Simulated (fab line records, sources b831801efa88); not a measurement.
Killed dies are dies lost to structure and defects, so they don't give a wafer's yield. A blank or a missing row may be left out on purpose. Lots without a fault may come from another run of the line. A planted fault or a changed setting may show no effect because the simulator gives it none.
fab line records | flow sfq_line
record lots=7 wafers=21 last_day=92
route steps=325 shown I7@303 M8@311
lots that met no fault: from a run of the same line without faults
start_h: hours from the record's first day to the start of the lot's first wafer shown | wait_h: hours since the lot's step before | " the same as in the row above | L1.1+2: a row that stands for several wafers | - no value, or no start given | * or withheld: withheld | < > ~ a bound
route shown NAME@n: a module of which the file shows steps, and the number in the route of the first | usual: mean/standard deviation of fault-free wafers | same: alike in all rows | chamber/n: place in a boat | sites: the reading at each site | _std_site: their standard deviation | _edge_site: outer sites' mean less inner sites' | radius_mm: how far each site lies from the wafer's centre | mask NAME#n: copy n | behind: the tool/chamber that last shaped the wafer | hold: why the lot was held/for how many hours/how that ended | device: the transistor (n, p or np) that didn't switch | end of line: the same wafers' tests at the end of the route | a step without rows: its recipe alone | killed: dies lost to structure and defects at the first sort, not the wafer's yield | map: a wafer's dies, x killed, . not, _ none there
set.NAME: the setting as run; set.NAME@STEP: as run at that earlier step | model.NAME: the simulator's own value behind a step, which no gauge read
lots at some steps of the route; a table a step, a row a wafer
services: from which hour (start_h, from the record's first day; less than 0 if before it) a tool's chamber was out of use, for how many hours, and why
## steps
# step SFQ_TRILAYER_I7_VIA_LITHO_EXPOSE_188
# recipe mask_id=I7 na=0.6 source_shape=conventional sigma_outer=0.65 target_cd_nm=1000 dose_mj=21.3
# step SFQ_TRILAYER_I7_VIA_LITHO_PEB_190
# recipe peb_temp_c=115 peb_time_s=60 resist=KrF
# step SFQ_TRILAYER_I7_VIA_LITHO_DEVELOP_189
# recipe time_s=60 resist=KrF
# step SFQ_I7_OVL_MEAS_947
# usual I7_OVL=-1/5.5
# columns lot.wafer tool chamber start_h wait_h I7_OVL[nm]
L439.1 overlay-02 - 2059.57 0.1 -1
L439.2 " - " " -12
L439.4 " - " " -13
L440.1 overlay-02 - 2060.98 0.1 4
L440.2 " - " " -4
L440.4 " - " " -7
L441.4 overlay-01 - 2063.81 0.1 -4
L441.5 " - " " 6
L441.6 " - " " -3
L445.1 overlay-01 - 2077.90 0.1 5
L445.4 " - " " 1
L445.6 " - " " 3
L451.2 overlay-01 - 2107.79 0.1 -2
L451.3 " - " " 0
L451.4 " - " " 0
L452.1 overlay-02 - 2114.92 0.1 -1
L452.4 " - " " -1
L452.6 " - " " -2
L454.3 overlay-01 - 2122.57 0.1 -2
L454.4 " - " " 2
L454.5 " - " " 4
# step SFQ_TRILAYER_I7_VIA_BARC_OPEN_VIA_ETCH_260
# recipe mask_material=PR chemistry=O2 target_depth_nm=125 target=BARC source_w=500 bias_w=80 pressure_mtorr=30 time_s=41.7
# usual bias_w=80.07/0.25 drypump_motor_current_A=5.9/0.59 oes_product_au=0.684/0.0046
# columns lot.wafer tool chamber start_h wait_h bias_w drypump_motor_current_A oes_product_au rf_hours_counter_h
L439.1 rie_diel-02 3 2059.60 0.0 80.28 5.6 0.684 8
L439.2 " 0 " " 79.97 5.0 0.695 8
L439.4 " 1 " " 80.53 5.7 0.688 14
L440.1 rie_diel-04 1 2061.02 0.0 80.18 6.4 0.683 3
L440.2 " 3 " " 80.03 5.8 0.678 20
L440.4 " 0 " " 80.36 5.1 0.691 15
L441.4 rie_diel-01 0 2063.82 0.0 79.84 6.0 0.692 19
L441.5 " 3 " " 80.18 6.5 0.688 -
L441.6 " 2 " " 80.48 5.0 0.682 -
L445.1 rie_diel-02 3 2077.93 0.0 79.49 5.6 0.682 8
L445.4 " 1 " " 80.17 5.8 0.689 15
L445.6 " 2 " " 79.75 6.7 0.693 -
L451.2 rie_diel-02 3 2107.82 0.0 80.05 5.6 0.686 9
L451.3 " 0 " " 79.97 5.0 0.685 9
L451.4 " 1 " " 80.34 5.7 0.682 15
L452.1 rie_diel-01 0 2114.96 0.0 80.17 6.0 0.685 20
L452.4 " 3 " " 80.10 6.4 0.683 -
L452.6 " 1 " " 80.04 6.7 0.686 -
L454.3 rie_diel-04 1 2122.60 0.0 80.35 6.4 0.689 4
L454.4 " 2 " " 80.12 6.2 0.687 14
L454.5 " 3 " " 80.09 5.8 0.687 -
# step SFQ_TRILAYER_I7_VIA_ETCH_VIA_ETCH_190
# recipe target=SiO2 stop_on=Nb mask_material=PR taper_deg=20 chemistry=CHF3 target_depth_nm=260 source_w=500 bias_w=80 pressure_mtorr=30 time_s=withheld
# usual bias_w=80.02/0.23 drypump_motor_current_A=5.9/0.59 oes_product_au=0.855/0.0055
# columns lot.wafer tool chamber start_h wait_h bias_w drypump_motor_current_A oes_product_au
L439.1 rie_diel-02 3 2059.64 0.0 79.91 5.6 0.852
L439.2 " 0 " " 80.14 5.0 0.868
L439.4 " 1 " " 79.80 5.7 0.864
L440.1 rie_diel-04 1 2061.06 0.0 79.63 6.4 0.854
L440.2 " 3 " " 80.30 5.7 0.853
L440.4 " 0 " " 79.99 5.2 0.848
L441.4 rie_diel-01 0 2063.86 0.0 79.77 6.0 0.860
L441.5 " 3 " " 79.98 6.5 0.851
L441.6 " 2 " " 80.21 5.0 0.855
L445.1 rie_diel-02 3 2077.97 0.0 80.05 5.5 0.860
L445.4 " 1 " " 79.94 5.7 0.859
L445.6 " 2 " " 80.43 6.7 0.854
L451.2 rie_diel-02 3 2107.86 0.0 80.11 5.6 0.849
L451.3 " 0 " " 80.45 5.0 0.848
L451.4 " 1 " " 79.99 5.8 0.853
L452.1 rie_diel-01 0 2115.00 0.0 80.12 6.0 0.850
L452.4 " 3 " " 79.94 6.4 0.849
L452.6 " 1 " " 79.79 6.7 0.856
L454.3 rie_diel-04 1 2122.64 0.0 80.30 6.4 0.853
L454.4 " 2 " " 80.22 6.2 0.846
L454.5 " 3 " " 79.85 5.8 0.850
# step SFQ_TRILAYER_I7_VIA_STRIP_STRIP_191
# recipe gas=O2 power_w=200 platen_temp_c=40 overash_fraction=0.65 chemistry=O2 pressure_mtorr=50
# usual drypump_motor_current_A=5.4/0.32 oes_product_au=1.001/0.012
# columns lot.wafer tool chamber start_h wait_h drypump_motor_current_A oes_product_au rf_hours_counter_h
L439.1 rie_metal-03 0 2059.76 - 5.2 1.007 128
L439.2 " 1 " " 5.5 1.017 84
L439.4 " 0 " " 5.2 1.001 -
L440.1 rie_metal-02 0 2061.17 - 5.7 1.004 105
L440.2 " 1 " " 4.7 1.023 109
L440.4 " 0 " " 5.7 1.002 -
L441.4 rie_metal-03 1 2064.18 - 5.5 1.006 -
L441.5 " 1 " " 5.5 1.012 -
L441.6 " 0 " " 5.2 0.993 -
L445.1 rie_metal-01 0 2078.09 - 5.8 0.992 36
L445.4 " 1 " " 5.4 0.995 -
L445.6 " 1 " " 5.4 0.991 -
L451.2 rie_metal-03 0 2107.97 - 5.2 1.006 133
L451.3 " 0 " " 5.2 1.008 -
L451.4 " 1 " " 5.5 1.019 -
L452.1 rie_metal-02 1 2115.11 - 4.7 1.021 116
L452.4 " 1 " " 4.7 1.006 -
L452.6 " 0 " " 5.7 1.017 -
L454.3 rie_metal-01 1 2122.95 - 5.4 0.990 -
L454.4 " 0 " " 5.8 0.986 -
L454.5 " 0 " " 5.8 0.986 -
# step SFQ_TRILAYER_I7_VIA_STRIP_SOLV_CLEAN_192
# recipe chemistry=NMP temp_c=70 time_s=600
# step SFQ_TRILAYER_M8_LITHO_LOR_COAT_197
# recipe resist=lift-off spin_rpm=3000
# step SFQ_TRILAYER_M8_LITHO_LOR_BAKE_198
# recipe resist=lift-off temp_c=withheld time_s=withheld
# step SFQ_TRILAYER_M8_LITHO_COAT_193
# recipe resist=KrF spin_rpm=3000 resist_thk_nm=600
# step SFQ_TRILAYER_M8_LITHO_SOFTBAKE_199
# recipe temp_c=withheld time_s=withheld resist=KrF
# step SFQ_TRILAYER_M8_LITHO_EXPOSE_194
# recipe mask_id=M8 na=0.6 source_shape=conventional sigma_outer=0.65 target_cd_nm=2000 dose_mj=14.4
# usual exposure_dose_mJ_cm2=14.402/0.016 focus_offset_nm=0.0/0.49 reticle_temp_C=23.02/0.095
# columns lot.wafer tool chamber start_h wait_h mask exposure_dose_mJ_cm2 focus_offset_nm reticle_temp_C
L439.1 krf_scanner-01 - 2151.06 - M8#0 - - -
L439.2 " - " " M8#0 - - -
L439.4 " - " " M8#0 - - -
L440.1 krf_scanner-01 - 2152.26 - M8#0 - - -
L440.2 " - " " M8#0 - - -
L440.4 " - " " M8#0 - - -
L441.4 krf_scanner-01 - 2155.26 - M8#0 - - -
L441.5 " - " " M8#0 - - -
L441.6 " - " " M8#0 - - -
L445.1 krf_scanner-01 0 2169.06 - M8#0 14.430 0.2 23.06
L445.4 " 0 " " M8#0 14.414 -0.7 23.09
L445.6 " 0 " " M8#0 14.403 -0.3 22.91
L451.2 krf_scanner-01 0 2196.86 - M8#0 14.401 0.7 22.94
L451.3 " 0 " " M8#0 14.375 0.3 23.05
L451.4 " 0 " " M8#0 14.400 0.6 23.06
L452.1 krf_scanner-01 0 2201.46 - M8#0 14.419 0.5 23.15
L452.4 " 0 " " M8#0 14.447 -0.2 23.08
L452.6 " 0 " " M8#0 14.403 0.1 23.13
L454.3 krf_scanner-02 0 2210.05 - M8#0 14.397 0.7 22.95
L454.4 " 0 " " M8#0 14.412 0.5 22.92
L454.5 " 0 " " M8#0 14.404 0.8 23.12
# step SFQ_TRILAYER_M8_LITHO_PEB_196
# recipe peb_temp_c=115 peb_time_s=60 resist=KrF
## services
# columns tool chamber start_h hours kind
rie_diel-01 2 2037.37 7.5 repair
krf_scanner-01 - 2060.99 1.3 pm
rie_diel-02 3 2065.72 8.1 repair
krf_scanner-01 - 2081.12 0.8 pm
rie_diel-02 3 2089.12 3.7 repair
krf_scanner-02 - 2101.15 0.8 pm
rie_diel-02 - 2109.00 0.1 repair
rie_diel-01 2 2109.06 - clean
rie_diel-01 2 2109.06 26.2 scheduled_down
rie_diel-01 2 2109.06 26.2 vent_cycle
rie_metal-03 1 2119.08 4.6 repair
krf_scanner-02 - 2147.86 1.0 pm
rie_diel-02 1 2149.59 12.3 repair
krf_scanner-02 - 2157.51 1.3 pm
rie_metal-03 0 2162.69 - clean
rie_metal-03 0 2162.69 13.5 scheduled_down
rie_metal-03 0 2162.69 13.5 vent_cycle
rie_diel-04 3 2189.12 - clean
rie_diel-04 3 2189.12 16.0 scheduled_down
rie_diel-04 3 2189.12 16.0 vent_cycle
krf_scanner-02 - 2201.40 2.2 repair
krf_scanner-01 - 2203.86 1.0 pm
rie_metal-02 0 2209.07 3.3 repair
## key
first_sign step=SFQ_TRILAYER_M8_LITHO_EXPOSE_194 reading=tool_record direction=missing
effect none on later readings
met_at SFQ_TRILAYER_M8_LITHO_EXPOSE_194
struck_wafers L439.1,L439.2,L439.4,L440.1,L440.2,L440.4,L441.4,L441.5,L441.6
fault kind=skipped_step_whole tool=krf_scanner-01 chamber=- onset_h=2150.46 steps=SFQ_TRILAYER_M8_LITHO_EXPOSE_194 scope=struck_lots_only
